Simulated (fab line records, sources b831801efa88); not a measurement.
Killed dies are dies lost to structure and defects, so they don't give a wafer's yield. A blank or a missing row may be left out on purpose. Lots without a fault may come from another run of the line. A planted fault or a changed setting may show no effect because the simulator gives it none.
Chamber matching | flow sky130 | SKY_VIA3_ETCH_15 on rie_diel-02: 4 sister chambers
The step etches SiO2 in C4F8/O2/Ar, stops on TiN, target depth 507 nm, time 78 s. 30 wafers are shown with their chamber, then 12 later ones without.

WAFERS WITH THEIR CHAMBER
wafer  | chamber | oes_product_au (a.u.)
L077.1 | 0       | 0.954
L077.4 | 0       | 0.951
L077.6 | 3       | 0.941
L075.1 | 3       | 0.943
L075.5 | 1       | 0.942
L075.6 | 0       | 0.956
L076.2 | 0       | 0.946
L076.5 | 2       | 0.940
L076.6 | 1       | 0.946
L078.2 | 2       | 0.950
L078.3 | 0       | 0.954
L078.6 | 3       | 0.939
L079.1 | 2       | 0.944
L079.2 | 1       | 0.943
L079.3 | 0       | 0.938
L081.2 | 2       | 0.943
L081.3 | 0       | 0.942
L081.4 | 1       | 0.944
L083.3 | 2       | 0.944
L083.4 | 3       | 0.944
L083.5 | 1       | 0.950
L087.1 | 2       | 0.938
L087.3 | 3       | 0.944
L087.4 | 1       | 0.941
L088.1 | 3       | 0.942
L088.3 | 2       | 0.950
L088.5 | 3       | 0.950
L089.2 | 1       | 0.947
L089.4 | 2       | 0.938
L089.5 | 3       | 0.944

SIGNATURES (means of the wafers above)
reading        | chamber 0 | chamber 1 | chamber 2 | chamber 3 | scatter within a chamber
oes_product_au | 0.94871   | 0.94471   | 0.94337   | 0.94337   | 0.00468
Rule: a wafer's distance from a chamber is the root of the sum, over the readings, of the square of ((its reading less the chamber's mean) divided by the reading's scatter). The wafer belongs to the nearest chamber; if the next one is less than 2 further off, it can't be placed. The scatter: the root of (the sum of the squares of (reading less its chamber's mean) over the shown wafers, divided by (wafers less chambers)).

WAFERS WITHOUT THEIR CHAMBER
wafer  | oes_product_au (a.u.)
L093.1 | 0.957
L093.3 | 0.945
L093.6 | 0.944
L094.1 | 0.953
L094.5 | 0.940
L094.6 | 0.946
L095.3 | 0.949
L095.4 | 0.952
L095.6 | 0.940
L097.2 | 0.942
L097.3 | 0.940
L097.5 | 0.945

WHICH CHAMBER EACH WENT THROUGH
wafer  | from the rows above               | in truth
L093.1 | can't be placed: 0 or 1 or 2 or 3 | 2
L093.3 | can't be placed: 1 or 2 or 3 or 0 | 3
L093.6 | can't be placed: 2 or 3 or 1 or 0 | 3
L094.1 | can't be placed: 0 or 1 or 2 or 3 | 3
L094.5 | can't be placed: 2 or 3 or 1 or 0 | 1
L094.6 | can't be placed: 1 or 2 or 3 or 0 | 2
L095.3 | can't be placed: 0 or 1 or 2 or 3 | 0
L095.4 | can't be placed: 0 or 1 or 2 or 3 | 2
L095.6 | can't be placed: 2 or 3 or 1 or 0 | 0
L097.2 | can't be placed: 2 or 3 or 1 or 0 | 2
L097.3 | can't be placed: 2 or 3 or 1 or 0 | 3
L097.5 | can't be placed: 1 or 2 or 3 or 0 | 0
Placed correctly: 0 of 12. Can't be placed from these rows: 12 (the true chamber is among the candidates in 12). Placed wrongly: 0.
